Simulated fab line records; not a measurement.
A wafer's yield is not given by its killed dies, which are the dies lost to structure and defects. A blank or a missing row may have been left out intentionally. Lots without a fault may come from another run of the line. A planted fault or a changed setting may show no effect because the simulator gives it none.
2 desks looking at one fault | flow gf180mcu | numbers are kept per desk, each desk with only its own; the story behind them comes last

## METROLOGY DESK
Lot by lot, what the gauges showed, no matter which tool ran the lot: averages of those sampled wafers that carry a number. The brackets show how far a lot's mean lies from the usual mean; more than 4 standard deviations puts the lot out of limits, marked OUT.
Columns: A = POLY_GATE_CVD_00_THK at GF_POLY_GATE_THK_MEAS_01, usual 199.7 nm; B = POLY_GATE_OXIDATION_THK at GF_POLY_GATE_THK_MEAS_17, usual 4.00 nm; C = HV_LDD_TW at GF_HV_LDD_TW_MEAS_11, usual 2410; D = HV_LDD_RS at GF_HV_LDD_RS_MEAS_53, usual 418.3 ohm/sq
lot  | first seen here | A     | B    | C    | D
L198 | day 8 18:25     | 201.2 | 4.11 | 2376 | 418.4
L202 | day 9 13:29     | 200.1 | 4.06 | 2388 | 418.0
L201 | day 9 16:40     | 201.9 | 3.97 | 2373 | 420.3
L203 | day 10 03:46    | 200.1 | 3.94 | 2450 | 417.8
L209 | day 12 01:55    | 197.1 | 3.98 | 2430 | 418.9
L210 | day 12 13:00    | 198.7 | 3.95 | 2316 | 440.4 (+25) OUT
L212 | day 13 03:00    | 201.2 | 4.04 | 2386 | 419.3
L211 | day 13 04:58    | 201.8 | 4.00 | 2306 | 440.7 (+25) OUT
L217 | day 13 23:40    | 199.7 | 3.95 | 2447 | 419.1
L220 | day 14 19:34    | 199.0 | 3.95 | 2393 | 417.7
L221 | day 14 22:16    | 197.7 | 4.03 | 2399 | 418.3
This desk reports L210, L211 out of limits; the earliest was L210 at day 17 03:13 (HV_LDD_RS at GF_HV_LDD_RS_MEAS_53). In limits: L198, L202, L201, L203, L209, L212, L217, L220, L221.

## FOR THE TOOL OWNER'S DESK: implanter-04
The tool's own readings at GF_HV_LDD_IMPLANT_09, given as means over the sampled wafers that have a number, one for each lot that went through this tool. The brackets show how far a lot's mean lies from the usual mean; more than 4 standard deviations puts the lot out of limits, marked OUT.
Columns: A = tiltDeg at GF_HV_LDD_IMPLANT_09, usual 7.007 degrees
lot  | first seen here | A
L198 | day 10 07:28    | 6.999
L202 | day 11 03:36    | 7.003
L201 | day 11 07:10    | 7.030
L210 | day 14 08:19    | 7.016
L211 | day 15 00:47    | 7.015
This desk found nothing out of limits on any of the 5 lots.

## ALL TOGETHER
At day 17 03:13 the metrology desk could have sounded an alarm, on L210, L211.
Nothing out of limits was seen by the tool owner's desk.
The tool owner's desk has L210, L211 on record, within its limits.
GF_HV_LDD_IMPLANT_09 was run on implanter-04 by each of the lots named.

## WHAT THE SIMULATOR PUT IN
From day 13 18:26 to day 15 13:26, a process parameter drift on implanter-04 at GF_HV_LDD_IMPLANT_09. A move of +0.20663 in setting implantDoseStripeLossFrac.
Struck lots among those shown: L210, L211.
Hours from the fault's start to each desk's first reading out of limits: the metrology desk, 81.
